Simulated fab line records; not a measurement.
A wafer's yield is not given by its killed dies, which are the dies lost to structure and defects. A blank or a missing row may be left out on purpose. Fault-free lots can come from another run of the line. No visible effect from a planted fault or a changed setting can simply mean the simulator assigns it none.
One fault seen from 2 desks | flow sky130 | only its own numbers are on each desk; what lay behind them is given at the end

## THE TOOL OWNER'S DESK: wet_bench-01
The tool's own readings at SKY_SONOS_ONO_WET_ETCH_18 (etches Si3N4 in H3PO4, target depth 15 nm, time 172 s): means of the sampled wafers that have a number, for each lot that ran on this tool. The brackets show how far a lot's mean lies from the usual mean; more than 4 standard deviations puts the lot out of limits, marked OUT.
Columns: A = bath_guard_temp_C at SKY_SONOS_ONO_WET_ETCH_18, usual 159.9 C; B = bath_heat_duty_pct at SKY_SONOS_ONO_WET_ETCH_18, usual 25.6 %
lot  | first seen here | A     | B
L676 | day 12 23:12    | 160.1 | 23.3
L688 | day 17 04:27    | 159.8 | 27.3
L689 | day 17 06:32    | 159.7 | 28.5
L691 | day 18 10:14    | 159.6 | 28.3
L692 | day 18 20:30    | 160.8 | 26.5
L694 | day 19 01:15    | 160.3 | 23.4
L695 | day 19 12:26    | 160.2 | 21.6
This desk's finding: nothing out of limits on any of the 7 lots.

## AT THE METROLOGY DESK
What the gauges read for every lot (on any tool): the sampled wafers with a number, averaged. The brackets show how far a lot's mean lies from the usual mean; more than 4 standard deviations puts the lot out of limits, marked OUT.
Columns: A = LI_CONTACT_HDPCVD_THK at SKY_LI_CONTACT_THK_MEAS_01, usual 928 nm; B = LI_CONTACT_W_RS at SKY_LI_CONTACT_RS_MEAS_22, usual 0.284 ohm/sq
lot  | first seen here | A   | B
L676 | day 28 07:17    | 920 | 0.284
L684 | day 31 08:19    | 930 | 0.280
L685 | day 31 17:10    | 939 | 0.282
L687 | day 31 22:26    | 945 | 0.283
L688 | day 32 08:36    | 944 | 0.283
L689 | day 32 12:03    | 925 | 0.282
L691 | day 33 12:26    | 917 | 0.287
L692 | day 33 21:49    | 941 | 0.282
L693 | day 33 22:48    | 929 | 0.287
L694 | day 34 03:52    | 923 | 0.284
L695 | day 34 09:21    | 920 | 0.280
L696 | day 34 19:22    | 912 | 0.287
L698 | day 35 05:25    | 936 | 0.277
This desk's finding: nothing out of limits on any of the 13 lots.

## TAKEN TOGETHER
The tool owner's desk saw nothing out of limits.
The metrology desk saw nothing out of limits.

## WHAT WAS PUT IN BY THE SIMULATOR
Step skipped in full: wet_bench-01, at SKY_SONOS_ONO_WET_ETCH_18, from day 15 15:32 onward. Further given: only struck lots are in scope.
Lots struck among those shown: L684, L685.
